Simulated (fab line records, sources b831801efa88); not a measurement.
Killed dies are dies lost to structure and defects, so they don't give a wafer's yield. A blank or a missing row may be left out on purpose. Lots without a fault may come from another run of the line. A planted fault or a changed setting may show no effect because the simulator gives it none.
Which tool did it? | flow sky130 | 11 lots, 32 wafers sampled, at 6 steps of a route of 708

WHAT THE GAUGES READ, wafer by wafer
The record holds no reading of a measuring or inspecting step that can be judged against a usual standard deviation.

WHICH TOOL RAN EACH LOT (tool, then ch and the chambers of the sampled wafers, then the start)
lot  | SKY_METAL2_SPUTTER_03        | SKY_METAL2_ETCH_18                | SKY_METAL2_STRIP_20                  | SKY_METAL3_SPUTTER_04        | SKY_METAL3_METAL_ETCH_18          | SKY_PAD_OPEN_PROBE_99
L680 | pvd_sputter-04, day 34 16:49 | rie_metal-04 ch 0,1, day 35 19:31 | plasma_asher-04 ch 1, day 35 19:40   | pvd_sputter-02, day 37 00:39 | rie_metal-02 ch 1, day 39 04:44   | prober-02, day 46 08:20
L681 | pvd_sputter-01, day 35 03:34 | rie_metal-04 ch 0,1, day 36 06:22 | plasma_asher-04 ch 0,1, day 36 06:32 | pvd_sputter-04, day 37 12:24 | rie_metal-04 ch 0,1, day 39 16:11 | prober-01, day 46 16:45
L683 | pvd_sputter-02, day 35 11:05 | rie_metal-02 ch 0,1, day 36 13:47 | plasma_asher-02 ch 0,1, day 36 14:03 | pvd_sputter-04, day 37 18:49 | rie_metal-04 ch 0,1, day 39 20:51 | prober-01, day 46 22:11
L685 | pvd_sputter-02, day 36 18:08 | rie_metal-02 ch 0,1, day 37 20:02 | plasma_asher-01 ch 0,1, day 37 20:11 | pvd_sputter-03, day 38 23:57 | rie_metal-03 ch 0,1, day 41 01:59 | prober-02, day 47 22:49
L687 | pvd_sputter-04, day 36 19:13 | rie_metal-01 ch 0, day 37 21:49   | plasma_asher-01 ch 0,1, day 37 22:07 | pvd_sputter-02, day 39 01:44 | rie_metal-03 ch 0,1, day 41 04:13 | prober-01, day 47 23:47
L689 | pvd_sputter-01, day 36 23:43 | rie_metal-02 ch 0,1, day 38 01:23 | plasma_asher-01 ch 0,1, day 38 01:33 | pvd_sputter-04, day 39 05:24 | rie_metal-04 ch 0,1, day 41 06:55 | prober-01, day 48 02:08
L690 | pvd_sputter-02, day 38 05:22 | rie_metal-01 ch 0, day 39 07:16   | plasma_asher-02 ch 0,1, day 39 07:25 | pvd_sputter-04, day 40 10:38 | rie_metal-03 ch 0,1, day 42 10:56 | prober-02, day 49 02:24
L691 | pvd_sputter-02, day 38 07:25 | rie_metal-04 ch 0,1, day 39 08:23 | plasma_asher-01 ch 0,1, day 39 08:32 | pvd_sputter-02, day 40 11:45 | rie_metal-04 ch 0,1, day 42 12:09 | prober-02, day 49 03:51
L693 | pvd_sputter-01, day 38 13:46 | rie_metal-01 ch 0,1, day 39 14:19 | plasma_asher-01 ch 0,1, day 39 14:28 | pvd_sputter-04, day 40 17:34 | rie_metal-03 ch 0,1, day 42 18:22 | prober-01, day 49 06:24
L698 | pvd_sputter-04, day 39 13:28 | rie_metal-01 ch 0, day 40 14:49   | plasma_asher-04 ch 0, day 40 14:59   | pvd_sputter-04, day 41 17:22 | rie_metal-04 ch 0,1, day 43 17:17 | prober-02, day 50 00:55
L702 | pvd_sputter-04, day 40 14:28 | rie_metal-01 ch 0,1, day 41 14:44 | plasma_asher-01 ch 0,1, day 41 14:53 | pvd_sputter-04, day 42 17:11 | rie_metal-04 ch 0,1, day 44 15:20 | prober-02, day 50 16:35
- SKY_METAL2_SPUTTER_03: material Ti, target thk 5 nm, time 3.3 s.
- SKY_METAL2_ETCH_18: etches BARC in N2/H2, stops on SiO2, time 45.9 s, target depth 60 nm.
- SKY_METAL2_STRIP_20: strips in O2/N2.
- SKY_METAL3_SPUTTER_04: material TiN, target thk 70 nm, time 58.3 s.
- SKY_METAL3_METAL_ETCH_18: etches the open film in Cl2/BCl3, stops on SiO2, target depth 845 nm, time 183.1 s.
- SKY_PAD_OPEN_PROBE_99

WHAT THE TOOLS THEMSELVES READ (means of the sampled wafers that have a number; where no wafer has one, the mark that the record gives instead)
SKY_METAL2_SPUTTER_03. Usual: throttle_valve_pct 29.8 %, standard deviation 0.81.
lot  | tool           | throttle_valve_pct (%) | flag
L680 | pvd_sputter-04 | 29.9                   |
L681 | pvd_sputter-01 | 29.6                   |
L683 | pvd_sputter-02 | 29.7                   |
L685 | pvd_sputter-02 | 30.3                   |
L687 | pvd_sputter-04 | 29.9                   |
L689 | pvd_sputter-01 | 29.8                   |
L690 | pvd_sputter-02 | 29.7                   |
L691 | pvd_sputter-02 | 30.2                   |
L693 | pvd_sputter-01 | 29.6                   |
L698 | pvd_sputter-04 | 30.0                   |
L702 | pvd_sputter-04 | 30.4                   |

SKY_METAL2_ETCH_18. Usual: bias_w 100.03 W, standard deviation 0.3; drypump_motor_current_A 5.7 A, standard deviation 0.53; oes_product_au 0.854 a.u., standard deviation 0.0046; throttle_valve_pct 13.226 %, standard deviation 0.0093.
lot  | tool         | bias_w (W) | drypump_motor_current_A (A) | oes_product_au (a.u.) | throttle_valve_pct (%) | flag
L680 | rie_metal-04 | 100.18     | 5.8                         | 0.858                 | 13.224                 |
L681 | rie_metal-04 | 100.29     | 5.8                         | 0.855                 | 13.226                 |
L683 | rie_metal-02 | 100.24     | 5.4                         | 0.852                 | 13.222                 |
L685 | rie_metal-02 | 99.80      | 5.4                         | 0.852                 | 13.223                 |
L687 | rie_metal-01 | 100.13     | 5.5                         | 0.856                 | 13.235                 |
L689 | rie_metal-02 | 100.03     | 5.4                         | 0.849                 | 13.227                 |
L690 | rie_metal-01 | 100.27     | 5.5                         | 0.853                 | 13.226                 |
L691 | rie_metal-04 | 99.96      | 5.8                         | 0.852                 | 13.229                 |
L693 | rie_metal-01 | 100.17     | 5.8                         | 0.856                 | 13.237                 |
L698 | rie_metal-01 | 99.77      | 5.5                         | 0.857                 | 13.218                 |
L702 | rie_metal-01 | 99.85      | 5.8                         | 0.854                 | 13.234                 |

SKY_METAL2_STRIP_20. Usual: drypump_motor_current_A 5.8 A, standard deviation 0.31; oes_product_au 0.344 a.u., standard deviation 0.0055; strip_time_to_endpoint_s 2.70 s, standard deviation 0.082.
lot  | tool            | drypump_motor_current_A (A) | oes_product_au (a.u.) | strip_time_to_endpoint_s (s) | flag
L680 | plasma_asher-04 | 6.3                         | 0.341                 | 2.63                         |
L681 | plasma_asher-04 | 6.0                         | 0.339                 | 2.61                         |
L683 | plasma_asher-02 | 5.8                         | 0.346                 | 2.79                         |
L685 | plasma_asher-01 | 5.4                         | 0.343                 | 2.75                         |
L687 | plasma_asher-01 | 5.5                         | 0.337                 | 2.56                         |
L689 | plasma_asher-01 | 5.4                         | 0.348                 | 2.77                         |
L690 | plasma_asher-02 | 5.8                         | 0.341                 | 2.54                         |
L691 | plasma_asher-01 | 5.4                         | 0.343                 | 2.69                         |
L693 | plasma_asher-01 | 5.4                         | 0.341                 | 2.63                         |
L698 | plasma_asher-04 | 5.8                         | 0.341                 | 2.61                         |
L702 | plasma_asher-01 | 5.4                         | 0.337                 | 2.63                         |

SKY_METAL3_SPUTTER_04. Usual: throttle_valve_pct 29.8 %, standard deviation 0.92.
lot  | tool           | throttle_valve_pct (%) | flag
L680 | pvd_sputter-02 | 30.2                   |
L681 | pvd_sputter-04 | 30.4                   |
L683 | pvd_sputter-04 | 30.5                   |
L685 | pvd_sputter-03 | 28.7                   |
L687 | pvd_sputter-02 | 30.2                   |
L689 | pvd_sputter-04 | 30.5                   |
L690 | pvd_sputter-04 | 30.4                   |
L691 | pvd_sputter-02 | 29.5                   |
L693 | pvd_sputter-04 | 30.0                   |
L698 | pvd_sputter-04 | 30.8                   |
L702 | pvd_sputter-04 | 30.0                   |

SKY_METAL3_METAL_ETCH_18. Usual: bias_w 48.50 W, standard deviation 0.14; drypump_motor_current_A 5.5 A, standard deviation 0.34; oes_product_au 0.865 a.u., standard deviation 0.0066; throttle_valve_pct 22.265 %, standard deviation 0.0077.
lot  | tool         | bias_w (W) | drypump_motor_current_A (A) | oes_product_au (a.u.) | throttle_valve_pct (%) | flag
L680 | rie_metal-02 | 48.54      | 5.7                         | 0.865                 | 22.259                 |
L681 | rie_metal-04 | 48.53      | 5.7                         | 0.860                 | 22.268                 |
L683 | rie_metal-04 | 48.38      | 5.8                         | 0.866                 | 22.268                 |
L685 | rie_metal-03 | 48.44      | 5.4                         | 0.865                 | 22.259                 |
L687 | rie_metal-03 | 48.55      | 5.4                         | 0.872                 | 22.270                 |
L689 | rie_metal-04 | 48.51      | 5.8                         | 0.864                 | 22.261                 |
L690 | rie_metal-03 | 48.45      | 5.4                         | 0.868                 | 22.267                 |
L691 | rie_metal-04 | 48.72      | 5.8                         | 0.870                 | 22.256                 |
L693 | rie_metal-03 | 48.27      | 5.4                         | 0.864                 | 22.265                 |
L698 | rie_metal-04 | 48.47      | 5.8                         | 0.876                 | 22.273                 |
L702 | rie_metal-04 | 48.53      | 5.8                         | 0.883                 | 22.266                 |

SKY_PAD_OPEN_PROBE_99. Usual: defect_limited_yield 82.5 %, standard deviation 1.9; killed_at_M0_to_M3 43, standard deviation 6.8; killed_at_M4_up 3.0, standard deviation 1.6; killed_at_contacts 25, standard deviation 6; killed_at_front_end 15, standard deviation 4.4; killed_at_other 0.3, standard deviation 0.52; killed_dies 86, standard deviation 9.6; killed_on_rim 17, standard deviation 3.5; killed_open 47, standard deviation 6.7; killed_short 39, standard deviation 6.8; sort_bin_3_pad_short 0.9 %, standard deviation 0.43; sort_bin_5_function 10.3 %, standard deviation 1.5; sort_bin_6_memory 6.3 %, standard deviation 1.1; sort_n_pass 406, standard deviation 9.6; sort_yield_pct 82.5 %, standard deviation 1.9.
lot  | tool      | defect_limited_yield (%) | killed_at_M0_to_M3 | killed_at_M4_up | killed_at_contacts | killed_at_front_end | killed_at_other | killed_dies | killed_on_rim | killed_open | killed_short | sort_bin_3_pad_short (%) | sort_bin_5_function (%) | sort_bin_6_memory (%) | sort_n_pass | sort_yield_pct (%) | flag
L680 | prober-02 | 82.4                     | 42                 | 2.0             | 28                 | 15                  | 0.0             | 87          | 17            | 47          | 40           | 1.0                      | 9.4                     | 7.2                   | 405         | 82.4               |
L681 | prober-01 | 82.6                     | 41                 | 3.7             | 27                 | 14                  | 0.3             | 86          | 16            | 46          | 39           | 1.0                      | 11.4                    | 5.0                   | 406         | 82.6               |
L683 | prober-01 | 83.2                     | 42                 | 2.3             | 22                 | 16                  | 0.0             | 83          | 17            | 42          | 41           | 1.2                      | 9.6                     | 6.0                   | 409         | 83.2               |
L685 | prober-02 | 82.4                     | 38                 | 2.3             | 27                 | 19                  | 0.0             | 86          | 17            | 52          | 34           | 1.1                      | 10.1                    | 6.4                   | 406         | 82.4               |
L687 | prober-01 | 84.1                     | 37                 | 2.7             | 25                 | 14                  | 0.0             | 78          | 13            | 45          | 32           | 0.7                      | 8.7                     | 6.4                   | 414         | 84.1               |
L689 | prober-01 | 83.3                     | 43                 | 3.3             | 23                 | 13                  | 0.0             | 82          | 13            | 43          | 40           | 1.0                      | 9.2                     | 6.5                   | 410         | 83.3               |
L690 | prober-02 | 83.4                     | 40                 | 3.3             | 21                 | 17                  | 0.0             | 82          | 19            | 46          | 35           | 0.4                      | 9.9                     | 6.3                   | 410         | 83.4               |
L691 | prober-02 | 84.3                     | 40                 | 2.7             | 22                 | 13                  | 0.0             | 77          | 13            | 44          | 33           | 0.6                      | 9.4                     | 5.7                   | 415         | 84.3               |
L693 | prober-01 | 81.9                     | 42                 | 4.7             | 29                 | 13                  | 0.0             | 89          | 16            | 45          | 43           | 1.1                      | 9.8                     | 7.2                   | 403         | 81.9               |
L698 | prober-02 | 81.7                     | 50                 | 2.5             | 19                 | 18                  | 1.5             | 90          | 18            | 44          | 45           | 1.0                      | 11.0                    | 6.3                   | 402         | 81.7               |
L702 | prober-02 | 80.2                     | 48                 | 2.7             | 27                 | 19                  | 0.3             | 97          | 17            | 52          | 45           | 1.0                      | 11.6                    | 7.2                   | 395         | 80.2               |

THE ANSWER, worked out from the rows above alone
Rule: a lot is off if the mean of its wafers that have a number lies more than 3 standard deviations from the usual mean. A lot without any number at a reading at which 4 lots or more have one is off too. The other lots that the step has rows for count as sound. The gauges are gone through in route order, then the tools' own readings, and for those a lot's mean is taken as printed above. The first step at which some lot is off is used, and at that step the reading that is off furthest; a lot without a number counts as furthest.
No lot is off at any reading shown: from this, nothing can be told.

WHAT THE SIMULATOR HAD PUT IN
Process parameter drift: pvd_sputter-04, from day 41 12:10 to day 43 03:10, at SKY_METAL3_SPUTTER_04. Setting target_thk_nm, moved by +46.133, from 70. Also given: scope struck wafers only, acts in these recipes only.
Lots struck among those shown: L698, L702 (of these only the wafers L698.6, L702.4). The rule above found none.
